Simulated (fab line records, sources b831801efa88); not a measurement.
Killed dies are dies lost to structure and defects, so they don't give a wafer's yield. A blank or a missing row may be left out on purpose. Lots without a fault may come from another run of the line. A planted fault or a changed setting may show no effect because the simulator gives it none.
Tool commonality check | flow gf180mcu | 13 lots, 39 wafers sampled

WHY IT WAS OPENED
At GF_VT_IMPLANT_RS_MEAS_46 the reading MVSD_RS is flagged on 2 of 13 lots. Wafers without a fault read 456.8 ohm/sq, standard deviation 1.2.
Rule: a lot is flagged when every wafer of it that has a number lies more than 4 standard deviations from that mean, or none has a number. The other lots count as sound.

lot  | measured     | on            | MVSD_RS (ohm/sq), wafer by wafer | flag
L991 | day 7 19:53  | film_metro-03 | 455.3 456.7 456.7                |
L992 | day 8 01:45  | film_metro-03 | 456.6 455.4 455.4                |
L994 | day 8 16:26  | film_metro-04 | 459.1 458.2 457.2                |
L995 | day 9 00:23  | film_metro-01 | 455.8 456.6 455.3                |
L996 | day 9 03:44  | film_metro-04 | 458.1 458.2 457.7                |
L997 | day 9 14:11  | film_metro-03 | 456.4 456.8 456.7                |
L999 | day 10 05:53 | film_metro-03 | 455.1 455.3 455.9                |
L102 | day 11 01:02 | film_metro-04 | 481.3 482.3 481.1                | FLAGGED
L103 | day 11 07:34 | film_metro-04 | 457.4 456.2 457.5                |
L105 | day 11 23:34 | film_metro-04 | 482.3 483.1 482.0                | FLAGGED
L108 | day 12 18:26 | film_metro-03 | 455.8 457.7 456.7                |
L110 | day 13 08:49 | film_metro-04 | 458.0 457.3 457.3                |
L113 | day 14 03:28 | film_metro-04 | 458.8 457.8 459.0                |
The numbers of the flagged lots are 482.0 ohm/sq on average: +25.2 ohm/sq against the usual, or +21 standard deviations.

WHICH TOOL RAN EACH LOT
The record holds 2 process steps before the reading, out of a route of 602 steps. In each cell: the tool, then ch and the chambers that the sampled wafers went through, then the start.
lot  | flag    | GF_NWELL_STRIP_10                   | GF_MVSD_IMPLANT_08
L991 |         | plasma_asher-02 ch 0,1, day 3 13:58 | implanter-01 ch 0, day 4 17:01
L992 |         | plasma_asher-03 ch 0,1, day 3 18:43 | implanter-01 ch 0, day 4 21:30
L994 |         | plasma_asher-03 ch 1, day 4 05:05   | implanter-01 ch 0, day 5 09:17
L995 |         | plasma_asher-02 ch 0,1, day 4 11:44 | implanter-02 ch 0, day 5 16:26
L996 |         | plasma_asher-04 ch 0, day 4 15:23   | implanter-02 ch 0, day 5 19:41
L997 |         | plasma_asher-02 ch 0,1, day 4 23:16 | implanter-01 ch 0, day 6 05:01
L999 |         | plasma_asher-02 ch 0, day 5 09:52   | implanter-02 ch 0, day 6 15:38
L102 | FLAGGED | plasma_asher-03 ch 0,1, day 6 02:07 | implanter-01 ch 0, day 7 08:50
L103 |         | plasma_asher-04 ch 0,1, day 6 06:37 | implanter-02 ch 0, day 7 13:52
L105 | FLAGGED | plasma_asher-04 ch 0,1, day 6 20:55 | implanter-01 ch 0, day 8 05:07
L108 |         | plasma_asher-02 ch 0,1, day 7 11:01 | implanter-02 ch 0, day 8 20:37
L110 |         | plasma_asher-02 ch 0,1, day 7 23:07 | implanter-03 ch 0, day 9 09:23
L113 |         | plasma_asher-03 ch 0,1, day 8 14:44 | implanter-02 ch 0, day 10 01:31
What these steps do:
- GF_NWELL_STRIP_10: strips in O2/N2.
- GF_MVSD_IMPLANT_08
- GF_VT_IMPLANT_RS_MEAS_46: measures by four-point-probe.

FLAGGED OVER TOTAL, TOOL BY TOOL (the gauges that took the reading come last)
step                     | tool            | lots run | flagged | share of the flagged lots | sound lots run after its first flagged lot
GF_NWELL_STRIP_10        | plasma_asher-02 | 6        | 0       | none                      | -
GF_NWELL_STRIP_10        | plasma_asher-03 | 4        | 1       | some                      | 1 (L113)
GF_NWELL_STRIP_10        | plasma_asher-04 | 3        | 1       | some                      | 0
GF_MVSD_IMPLANT_08       | implanter-01    | 6        | 2       | all                       | 0
GF_MVSD_IMPLANT_08       | implanter-02    | 6        | 0       | none                      | -
GF_MVSD_IMPLANT_08       | implanter-03    | 1        | 0       | none                      | -
GF_VT_IMPLANT_RS_MEAS_46 | film_metro-01   | 1        | 0       | none                      | -
GF_VT_IMPLANT_RS_MEAS_46 | film_metro-03   | 5        | 0       | none                      | -
GF_VT_IMPLANT_RS_MEAS_46 | film_metro-04   | 7        | 2       | all                       | 3 (L103,L110,L113)

WHAT THE TABLE ALLOWS
2 rows of the table ran every flagged lot: implanter-01 at GF_MVSD_IMPLANT_08, film_metro-04 at GF_VT_IMPLANT_RS_MEAS_46.
- implanter-01 at GF_MVSD_IMPLANT_08: 2 of its 6 lots flagged. Its last sound lot is L997 (day 6 05:01), its first flagged lot L102 (day 7 08:50): a fault that began between those two fits. Its own readings lie more than 4 standard deviations out on every wafer of the flagged lots: beam_energy_keV.
- film_metro-04 at GF_VT_IMPLANT_RS_MEAS_46: 2 of its 7 lots flagged. Sound lots ran on it after the first flagged one (L103, L110, L113), which a lasting fault on the whole tool wouldn't allow.
One tool is left: implanter-01 at GF_MVSD_IMPLANT_08.

WHAT THE SIMULATOR HAD PUT IN
Process parameter drift: implanter-01, from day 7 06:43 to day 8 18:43, at GF_MVSD_IMPLANT_08. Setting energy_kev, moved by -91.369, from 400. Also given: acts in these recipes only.
Lots struck among those shown: L102, L105. The rule above found the same.
